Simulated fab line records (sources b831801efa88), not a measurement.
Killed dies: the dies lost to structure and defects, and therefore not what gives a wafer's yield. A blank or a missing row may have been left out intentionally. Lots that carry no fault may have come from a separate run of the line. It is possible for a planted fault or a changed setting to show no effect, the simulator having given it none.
Split-lot study -- flow gf180mcu -- 5 lots, 23 wafers read, on a route of 602 steps

## SPLIT DETAILS
At GF_LVPWELL_STRIP_10 (strips in O2/N2), the setting pressure-mtorr was moved away from the recipe's 1500 mTorr on 15 of the 23 wafers read, by -11.6% to +12.6%. The other wafers ran this setting at the recipe's value.

The reading is taken at the split's own step.

## THE READING
oes-product-au, in a.u., at GF_LVPWELL_STRIP_10 (strips in O2/N2). On this fab line, fault-free wafers typically give 0.723 a.u. with a standard deviation of 0.0045 a.u.

wafer,"tool, chamber at the split","pressure-mtorr as run, mTorr",against the recipe,"oes-product-au, a.u.",against lot-mates on the recipe
L076.2,"plasma-asher-03, 0",1587,+5.8%,0.724,no lot-mate on the recipe
L076.3,"plasma-asher-03, 0",1587,+5.8%,0.725,no lot-mate on the recipe
L076.4,"plasma-asher-03, 1",1587,+5.8%,0.727,no lot-mate on the recipe
L076.5,"plasma-asher-03, 1",1587,+5.8%,0.728,no lot-mate on the recipe
L076.6,"plasma-asher-03, 0",1587,+5.8%,0.729,no lot-mate on the recipe
L077.1,"plasma-asher-03, 1",1500,recipe,0.715,-
L077.2,"plasma-asher-03, 0",1500,recipe,0.731,-
L077.6,"plasma-asher-03, 1",1500,recipe,0.722,-
L080.1,"plasma-asher-03, 0",1500,recipe,0.729,-
L080.2,"plasma-asher-03, 1",1500,recipe,0.721,-
L080.3,"plasma-asher-03, 0",1500,recipe,0.722,-
L080.5,"plasma-asher-03, 1",1500,recipe,0.719,-
L080.6,"plasma-asher-03, 0",1500,recipe,0.715,-
L082.1,"plasma-asher-03, 1",1689,+12.6%,0.730,no lot-mate on the recipe
L082.2,"plasma-asher-03, 0",1689,+12.6%,0.742,no lot-mate on the recipe
L082.3,"plasma-asher-03, 0",1689,+12.6%,0.736,no lot-mate on the recipe
L082.5,"plasma-asher-03, 0",1689,+12.6%,0.742,no lot-mate on the recipe
L082.6,"plasma-asher-03, 1",1689,+12.6%,0.741,no lot-mate on the recipe
L084.1,"plasma-asher-04, 1",1326,-11.6%,0.711,no lot-mate on the recipe
L084.2,"plasma-asher-04, 0",1326,-11.6%,0.704,no lot-mate on the recipe
L084.3,"plasma-asher-04, 0",1326,-11.6%,0.701,no lot-mate on the recipe
L084.5,"plasma-asher-04, 0",1326,-11.6%,0.708,no lot-mate on the recipe
L084.6,"plasma-asher-04, 1",1326,-11.6%,0.704,no lot-mate on the recipe

FIT RESULTS
A straight line over all 23 wafers: oes-product-au changes by +0.00131 a.u. for each +1% of pressure-mtorr; r = +0.93; the points scatter about the line by 0.0046 a.u.
Too few moved wafers have a lot-mate on the recipe to fit a line with each lot's own level taken away.
Tool readings at the split's step, against how far the setting was moved: oes-product-au r = +0.93; strip-time-to-endpoint-s r = -0.97.

## THE WHOLE CHAIN: every reading that the file lists as answering this split, in the file's order
step,what it does,reading,change (the file's fit),r (the file's)
GF_LVPWELL_STRIP_10,strips in O2/N2,oes-product-au,+0.00132 a.u. for each +1% of the setting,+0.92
GF_LVPWELL_STRIP_10,strips in O2/N2,strip-time-to-endpoint-s,withheld for each +1% of the setting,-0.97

## FILE'S OWN FIT
oes-product-au changes by +0.00132 a.u. for each +1% of pressure-mtorr, r = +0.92.
